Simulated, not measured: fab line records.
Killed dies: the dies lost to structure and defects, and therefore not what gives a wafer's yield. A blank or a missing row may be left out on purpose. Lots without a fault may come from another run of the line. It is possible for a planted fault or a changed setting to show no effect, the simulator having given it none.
Matching of chambers + flow gf180mcu + GF_CONTACT_CVD_02 on pecvd-02: 3 sister chambers
The step deposits SiO2 from TEOS, target thk 860 nm, time 95.992 s. 18 wafers are shown with their chamber, then 9 later ones without.

## WAFERS PAIRED WITH THEIR CHAMBERS
| wafer  | chamber | heater power w (W) | susceptor temp C (C) |
|--------|---------|--------------------|----------------------|
| L074.2 | 2       | 714                | 400.37               |
| L074.3 | 0       | 523                | 400.10               |
| L074.4 | 1       | 690                | 399.63               |
| L076.1 | 0       | 546                | 399.91               |
| L076.2 | 1       | 671                | 399.81               |
| L076.3 | 2       | 724                | 399.90               |
| L078.2 | 0       | 536                | 400.31               |
| L078.4 | 2       | 607                | 399.84               |
| L078.6 | 0       | 427                | 400.22               |
| L083.2 | 1       | 569                | 399.81               |
| L083.4 | 0       | 545                | 400.15               |
| L083.5 | 1       | 625                | 399.85               |
| L084.2 | 2       | 772                | 399.97               |
| L084.4 | 1       | 698                | 399.80               |
| L084.5 | 2       | 622                | 400.20               |
| L085.2 | 0       | 527                | 400.01               |
| L085.3 | 1       | 697                | 400.08               |
| L085.6 | 1       | 562                | 400.05               |

SIGNATURES, as means of the wafers listed above
| reading          | chamber 0 | chamber 1 | chamber 2 | scatter within a chamber |
|------------------|-----------|-----------|-----------|--------------------------|
| heater power w   | 517.33    | 644.57    | 687.80    | 58.6                     |
| susceptor temp C | 400.1167  | 399.8614  | 400.0560  | 0.173                    |
Rule: a wafer's distance from a chamber is the root of the sum, over the readings, of the square of ((its reading less the chamber's mean) divided by the reading's scatter). If the next closest chamber is less than 2 further off than the closest, the wafer can't be placed; otherwise it belongs to the closest. The scatter: the root of (the sum of the squares of (reading less its chamber's mean) over the shown wafers, divided by (wafers less chambers)).

## WAFERS WITHOUT THEIR CHAMBER
| wafer  | heater power w (W) | susceptor temp C (C) |
|--------|--------------------|----------------------|
| L087.1 | 674                | 399.82               |
| L087.3 | 620                | 400.35               |
| L087.4 | 679                | 400.27               |
| L091.1 | 772                | 400.31               |
| L091.3 | 490                | 400.34               |
| L091.6 | 684                | 400.41               |
| L096.2 | 610                | 399.96               |
| L096.4 | 675                | 400.24               |
| L096.5 | 617                | 400.11               |

## EACH ONE'S CHAMBER
| wafer  | from the rows above          | in truth |
|--------|------------------------------|----------|
| L087.1 | can't be placed: 1 or 2      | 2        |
| L087.3 | can't be placed: 2 or 0 or 1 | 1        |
| L087.4 | can't be placed: 2 or 1 or 0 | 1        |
| L091.1 | can't be placed: 2 or 1      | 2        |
| L091.3 | 0                            | 0        |
| L091.6 | can't be placed: 2 or 1 or 0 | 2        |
| L096.2 | can't be placed: 1 or 2 or 0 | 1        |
| L096.4 | can't be placed: 2 or 1 or 0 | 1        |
| L096.5 | can't be placed: 2 or 1 or 0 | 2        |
Correct placement for 1 of the 9. These rows do not allow placing 8 (true chamber among the candidates in 8). Wrongly placed: 0.
